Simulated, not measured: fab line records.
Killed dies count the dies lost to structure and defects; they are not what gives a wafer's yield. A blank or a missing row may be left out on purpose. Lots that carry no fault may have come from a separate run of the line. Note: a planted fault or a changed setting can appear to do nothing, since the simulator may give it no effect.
fab line records | flow sky130
[record] lots = 6 wafers = 18 lastDay = 50
route steps=708 shown POLY_CUT@314 SD_P@320
lots that met no fault: taken from a fault-free run of the same line
startH: hours from the record's first day to the start of the lot's first wafer shown | waitH: hours from the lot's prior step to this one | " repeats the value in the row above | L1.1+2: one row covering several wafers at once | - value missing, or start not given | * or withheld: withheld | < > ~ a bound
route shown NAME@n: a module of which the file shows steps, and the number in the route of the first | usual: mean/standard deviation of fault-free wafers | same: alike in all rows | chamber/n: place in a boat | sites: readings site by site | _std_site: the values' standard deviation | _edge_site: the outer-site mean with the inner-site mean subtracted | radiusMm: for every site, how far away it sits from the centre of the wafer | mask NAME#n: copy n | behind: the tool/chamber that last shaped the wafer | hold: cause of the lot's hold/its duration in hours/its outcome | device: transistor that didn't switch, given as n, p or np | end of line: tests run on the same wafers once the route is complete | where a step has no rows: the recipe by itself | killed: dies that structure and defects cost at the first sort, which is not the same as the wafer's yield | map: per-die view of a wafer (x killed, . not killed, _ where there is no die)
set.NAME: the setting the step ran with; set.NAME@STEP: the setting that earlier step ran with | model.NAME: the simulator's own value behind a step, which no gauge read
lots at selected steps of the route; one table per step, one row per wafer
services: from which hour (startH, from the record's first day; less than 0 if before it) a tool's chamber was out of use, for how many hours, and why
[[steps]]
[step SKY_POLY_CUT_DEVELOP_07]
[recipe] developTimeS = 60 resist = KrF-thick devTempC = 21
[step SKY_POLY_CUT_CD_MEAS_08]
[recipe] targetCdNm = 270
[usual] cdNm = 270.1/1.6
// columns lot.wafer tool chamber startH waitH cdNm
L960.1 cdSem-02 - 559.43 - 270.8
L960.3 " - " " 271.8
L960.6 " - " " 271.1
L966.3 cdSem-02 - 608.57 - 267.5
L966.4 " - " " 268.2
L966.6 " - " " 268.9
L976.2 cdSem-01 - 714.85 - 269.6
L976.3 " - " " 269.0
L976.5 " - " " 268.6
L978.1 cdSem-02 - 725.23 - 268.7
L978.2 " - " " 269.3
L978.6 " - " " 268.9
L981.1 cdSem-01 - 734.61 - 268.3
L981.2 " - " " 269.1
L981.6 " - " " 268.7
L983.2 cdSem-01 - 746.63 - 268.7
L983.4 " - " " 270.5
L983.6 " - " " 271.1
[step SKY_POLY_CUT_OVL_MEAS_09]
[usual] POLY_CUT_OVL = 0/6.1
// columns lot.wafer tool chamber startH waitH POLY_CUT_OVL[nm]
L960.1 overlay-02 - 559.55 0.1 -15
L960.3 " - " " -11
L960.6 " - " " -12
L966.3 overlay-02 - 608.67 0.1 -2
L966.4 " - " " 8
L966.6 " - " " 9
L976.2 overlay-01 - 714.96 0.1 0
L976.3 " - " " 8
L976.5 " - " " 7
L978.1 overlay-02 - 725.35 0.1 -10
L978.2 " - " " -3
L978.6 " - " " 1
L981.1 overlay-02 - 734.73 0.1 0
L981.2 " - " " -3
L981.6 " - " " -5
L983.2 overlay-02 - 746.73 0.1 -8
L983.4 " - " " -14
L983.6 " - " " -14
[step SKY_POLY_CUT_ETCH_10]
[recipe] chemistry = N2/H2 target = BARC ionEnergyEv = 200 sourceW = 500 biasW = 100 pressureMtorr = 30 n2FlowSccm = 100 h2FlowSccm = 200 stopOn = SiO2 timeS = 45.9 targetDepthA = 600
[usual] drypumpMotorCurrentA = 5.4/0.46 oesProductAu = 0.855/0.0049 throttleValvePct = 13.224/0.0087
// columns lot.wafer tool chamber startH waitH drypumpMotorCurrentA oesProductAu rfHoursCounterH throttleValvePct
L960.1 rieDiel-03 1 559.59 0.0 5.1 0.852 5 13.221
L960.3 " 2 " " 4.8 0.855 10 13.240
L960.6 " 1 " " 5.2 0.857 - 13.224
L966.3 rieDiel-01 2 608.71 0.0 4.8 0.851 - 13.229
L966.4 " 1 " " 5.7 0.853 - 13.214
L966.6 " 2 " " 4.8 0.862 - 13.233
L976.2 rieDiel-01 1 714.99 0.0 5.6 0.852 22 13.204
L976.3 " 2 " " 4.8 0.858 36 13.230
L976.5 " 3 " " 5.5 0.849 - 13.217
L978.1 rieDiel-03 2 725.38 0.0 4.9 0.853 13 13.224
L978.2 " 0 " " 5.8 0.850 9 13.238
L978.6 " 2 " " 4.9 0.850 - 13.219
L981.1 rieDiel-02 2 734.76 0.0 6.3 0.855 63 13.224
L981.2 " 3 " " 5.4 0.857 8 13.234
L981.6 " 3 " " 5.4 0.854 - 13.230
L983.2 rieDiel-01 0 746.76 0.0 5.8 0.853 23 13.233
L983.4 " 1 " " 5.7 0.863 22 13.219
L983.6 " 3 " " 5.5 0.854 - 13.218
[step SKY_POLY_CUT_ETCH_11]
[recipe] target = Si3N4 chemistry = CF4/CH2F2/Ar stopOn = poly-Si sourceW = 600 biasW = 150 pressureMtorr = 40 cf4FlowSccm = 40 ch2f2FlowSccm = 20 Ar_flow_sccm = 150 timeS = 42.5 targetDepthA = 600
[usual] drypumpMotorCurrentA = 5.4/0.46 mfcArSccm = 150.0/0.45 oesProductAu = 0.829/0.007 throttleValvePct = 14.995/0.0088
// columns lot.wafer tool chamber startH waitH drypumpMotorCurrentA mfcArSccm oesProductAu rfHoursCounterH throttleValvePct
L960.1 rieDiel-03 1 559.63 0.0 5.1 149.9 0.837 5 14.983
L960.3 " 2 " " 4.9 150.3 0.826 10 14.979
L960.6 " 1 " " 5.1 149.5 0.838 - 14.995
L966.3 rieDiel-01 2 608.77 0.0 4.8 149.6 0.840 - 15.010
L966.4 " 1 " " 5.6 149.8 0.845 - 14.992
L966.6 " 2 " " 4.8 149.3 0.831 - 15.005
L976.2 rieDiel-01 1 715.03 0.0 5.6 150.6 0.831 22 15.000
L976.3 " 2 " " 4.8 150.0 0.839 36 14.985
L976.5 " 3 " " 5.5 150.6 0.826 - 14.983
L978.1 rieDiel-03 2 725.42 0.0 4.8 149.1 0.818 13 14.990
L978.2 " 0 " " 5.8 149.3 0.833 9 14.995
L978.6 " 2 " " 4.8 149.7 0.829 - 14.998
L981.1 rieDiel-02 2 734.81 0.0 6.4 149.6 0.829 63 14.992
L981.2 " 3 " " 5.4 150.2 0.823 8 14.985
L981.6 " 3 " " 5.4 149.9 0.831 - 15.005
L983.2 rieDiel-01 0 746.81 0.0 5.8 150.1 0.822 23 14.990
L983.4 " 1 " " 5.7 149.8 0.827 22 15.000
L983.6 " 3 " " 5.5 150.1 0.820 - 14.982
[step SKY_POLY_CUT_STRIP_12]
[recipe] chemistry = O2/N2 powerW = 1400 pressureMtorr = 1500 platenTempC = withheld o2FlowSccm = 3000 n2FlowSccm = 300 overashFraction = 0.5
[usual] drypumpMotorCurrentA = 5.6/0.48 oesProductAu = 0.453/0.005 stripTimeToEndpointS = 5.362/0.017
// columns lot.wafer tool chamber startH waitH drypumpMotorCurrentA oesProductAu rfHoursCounterH stripTimeToEndpointS
L960.1 plasmaAsher-04 1 559.67 0.0 5.0 0.455 76 5.342
L960.3 " 1 " " 4.9 0.462 - 5.377
L960.6 " 1 " " 5.0 0.447 - 5.361
L966.3 plasmaAsher-02 0 608.85 0.1 6.3 0.452 - 5.372
L966.4 " 1 " " 5.4 0.453 - 5.361
L966.6 " 0 " " 6.4 0.459 - 5.370
L976.2 plasmaAsher-04 1 715.07 0.0 5.0 0.451 91 5.366
L976.3 " 1 " " 5.0 0.460 - 5.354
L976.5 " 1 " " 5.0 0.458 - 5.365
L978.1 plasmaAsher-04 0 725.47 0.0 5.9 0.451 93 5.340
L978.2 " 1 " " 4.9 0.453 93 5.339
L978.6 " 1 " " 5.0 0.450 - 5.354
L981.1 plasmaAsher-02 1 734.85 0.0 5.4 0.457 28 5.350
L981.2 " 0 " " 6.3 0.450 28 5.353
L981.6 " 0 " " 6.4 0.450 - 5.352
L983.2 plasmaAsher-04 1 746.85 0.0 5.0 0.449 95 5.364
L983.4 " 1 " " 5.0 0.462 - 5.356
L983.6 " 0 " " 5.9 0.451 - 5.363
[step SKY_SD_P_DEHYDRATE_00]
[recipe] tempC = 200 timeS = 60
[step SKY_SD_P_HMDS_01]
[recipe] primeTimeS = 60 primeTempC = 120
[step SKY_SD_P_COAT_02]
[recipe] resist = NOVOLAK spinRpm = 3000 resistThkNm = 1140
[step SKY_SD_P_SOFTBAKE_03]
[recipe] tempC = 90 timeS = 60 resist = NOVOLAK
[step SKY_SD_P_EXPOSE_04]
[recipe] maskId = PSDM na = 0.6 sourceShape = conventional sigmaOuter = 0.6 polarization = unpolarized targetCdNm = 380 doseMj = 138
[step SKY_SD_P_PEB_05]
[recipe] tempC = withheld timeS = * resist = NOVOLAK
[step SKY_SD_P_DEVELOP_06]
[recipe] resist = NOVOLAK developer = TMAH developTimeS = 60 devTempC = 23
[usual] chillPlateTempC = 23.00/0.13 developTimeS = 60/0
// columns lot.wafer tool chamber startH waitH chillPlateTempC developTimeS
L960.1 lithoTrack-01 0 588.91 0.1 23.07 60
L960.3 " 0 " " 22.97 60
L960.6 " 0 " " 23.15 60
L966.3 lithoTrack-03 0 637.98 0.1 23.03 60
L966.4 " 0 " " 23.00 60
L966.6 " 0 " " 23.06 60
L976.2 lithoTrack-01 - 742.08 0.1 - -
L976.3 " - " " - -
L976.5 " - " " - -
L978.1 lithoTrack-01 - 753.31 0.1 - -
L978.2 " - " " - -
L978.6 " - " " - -
L981.1 lithoTrack-03 0 761.18 0.1 22.77 60
L981.2 " 0 " " 22.79 60
L981.6 " 0 " " 22.88 60
L983.2 lithoTrack-03 0 773.26 0.1 23.00 60
L983.4 " 0 " " 23.00 60
L983.6 " 0 " " 22.88 60
[step SKY_SD_P_CD_MEAS_07]
[recipe] targetCdNm = 380
[usual] cdNm = 380.1/2.5
// columns lot.wafer tool chamber startH waitH cdNm
L960.1 cdSem-02 - 589.06 0.1 381.1
L960.3 " - " " 380.3
L960.6 " - " " 381.0
L966.3 cdSem-01 - 638.12 0.1 379.9
L966.4 " - " " 379.6
L966.6 " - " " 379.9
L976.2 cdSem-02 - 742.23 0.1 -
L976.3 " - " " -
L976.5 " - " " -
L978.1 cdSem-02 - 753.46 0.1 -
L978.2 " - " " -
L978.6 " - " " -
L981.1 cdSem-02 - 761.33 0.1 383.4
L981.2 " - " " 380.5
L981.6 " - " " 384.1
L983.2 cdSem-01 - 773.40 0.1 378.4
L983.4 " - " " 378.7
L983.6 " - " " 377.7
[[services]]
// columns tool chamber startH hours kind
rieDiel-01 3 551.03 62.2 repair
rieDiel-01 0 553.52 1.7 repair
rieDiel-01 0 565.22 18.6 repair
rieDiel-01 - 591.88 2.8 pm
rieDiel-02 0 592.24 1.5 repair
rieDiel-01 0 596.37 19.9 repair
rieDiel-02 0 621.51 - clean
rieDiel-02 0 621.51 21.4 scheduledDown
rieDiel-02 0 621.51 21.4 ventCycle
rieDiel-03 - 624.14 14.6 pm
rieDiel-01 0 624.56 4.1 repair
rieDiel-03 1 639.04 6.0 repair
rieDiel-02 1 642.67 6.9 repair
rieDiel-02 2 646.31 5.1 repair
rieDiel-02 1 657.77 132.0 repair
rieDiel-03 2 670.67 12.4 repair
plasmaAsher-02 - 704.44 0.4 repair
rieDiel-03 1 704.84 3.2 repair
rieDiel-02 - 729.15 0.4 repair
rieDiel-02 - 750.06 3.0 repair
rieDiel-03 3 751.89 9.5 repair
[[key]]
[firstSign] step = SKY_SD_P_DEVELOP_06 reading = toolRecord direction = missing
effect none on later readings
metAt SKY_SD_P_DEVELOP_06
struckWafers L976.2,L976.3,L976.5,L978.1,L978.2,L978.6
sortLeftOut L976.2,L976.3,L976.5,L978.1,L978.2,L978.6
testerLeftOut L976,L978
onsetBetween 588.91 742.08
[fault] kind = skippedStepWhole tool = lithoTrack-01 chamber = - onsetH = 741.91 steps = SKY_SD_P_DEVELOP_06 scope = struckLotsOnly
// testerLeftOut: of these lots the tester's yield and bins aren't shown, on N5 and GAA mostly nor the transistor test; their killed dies are dies lost to structure and defects alone, not to doping, threshold or leakage, so they don't give the yield
// sortLeftOut: the simulated sort isn't trusted on such a fault, so these wafers' sort isn't shown, and their yield isn't known
